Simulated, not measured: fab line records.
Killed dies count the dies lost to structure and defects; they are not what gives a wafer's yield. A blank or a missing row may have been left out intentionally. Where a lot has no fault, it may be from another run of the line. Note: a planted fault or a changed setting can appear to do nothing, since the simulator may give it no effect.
What tool caused it?	flow sky130	Sampling: 6 lots, 18 wafers, 3 of 708 route steps

WHAT THE GAUGES READ, wafer by wafer
SKY_VIA3_CD_MEAS_12 targets a cd of 200 nm.
lot	measured	on	cd-nm (nm)
L435	day 39 17:41	cd-sem-01	198.9 198.3 198.6
L436	day 41 09:12	cd-sem-01	199.9 199.6 199.8
L440	day 41 17:40	cd-sem-01	201.8 202.3 202.0
L448	day 43 07:01	cd-sem-02	202.0 202.1 202.3
L454	day 45 02:05	cd-sem-01	202.2 202.3 203.3
L456	day 45 18:17	cd-sem-01	200.2 199.4 199.1

TOOL THAT RAN EACH LOT (tool first, then ch and the chambers of the sampled wafers, then the start)
lot	SKY_METAL3_STRIP_19	SKY_VIA3_EXPOSE_09
L435	plasma-asher-02 ch 0,1, day 38 16:22	krf-scanner-01 ch 0, day 39 05:59
L436	plasma-asher-03 ch 0,1, day 40 07:07	krf-scanner-01 ch 0, day 40 20:44
L440	plasma-asher-03 ch 0,1, day 40 15:42	krf-scanner-01 ch 0, day 41 05:19
L448	plasma-asher-02 ch 0,1, day 42 07:42	krf-scanner-02 ch 0, day 42 19:55
L454	plasma-asher-01 ch 1, day 44 02:46	krf-scanner-01 ch 0, day 44 16:05
L456	plasma-asher-03 ch 0,1, day 44 19:31	krf-scanner-01 ch 0, day 45 07:26
- SKY_METAL3_STRIP_19: strips in O2/N2.
- SKY_VIA3_EXPOSE_09: exposes mask VIM3, target cd 200 nm.

THE ANSWER, worked out from the rows above alone
Rule: what is usual is taken from the lots themselves. The widest of any qualifying gaps counts: lots, ordered by their means at a reading, are off when they make up no more than a third of the lots, leave a main group of 4 or more, and stand apart from it by 3 or more times the standard deviation of that group's means. A main group is skipped when, at the precision printed for the reading in the tables above, its means are all equal. Also off: a lot with no number at a reading for which 4 or more lots have one. Any other lot the step has rows for is counted as sound.
No lot is off at any reading shown: from this, nothing can be told.

WHAT HAD BEEN PUT IN BY THE SIMULATOR
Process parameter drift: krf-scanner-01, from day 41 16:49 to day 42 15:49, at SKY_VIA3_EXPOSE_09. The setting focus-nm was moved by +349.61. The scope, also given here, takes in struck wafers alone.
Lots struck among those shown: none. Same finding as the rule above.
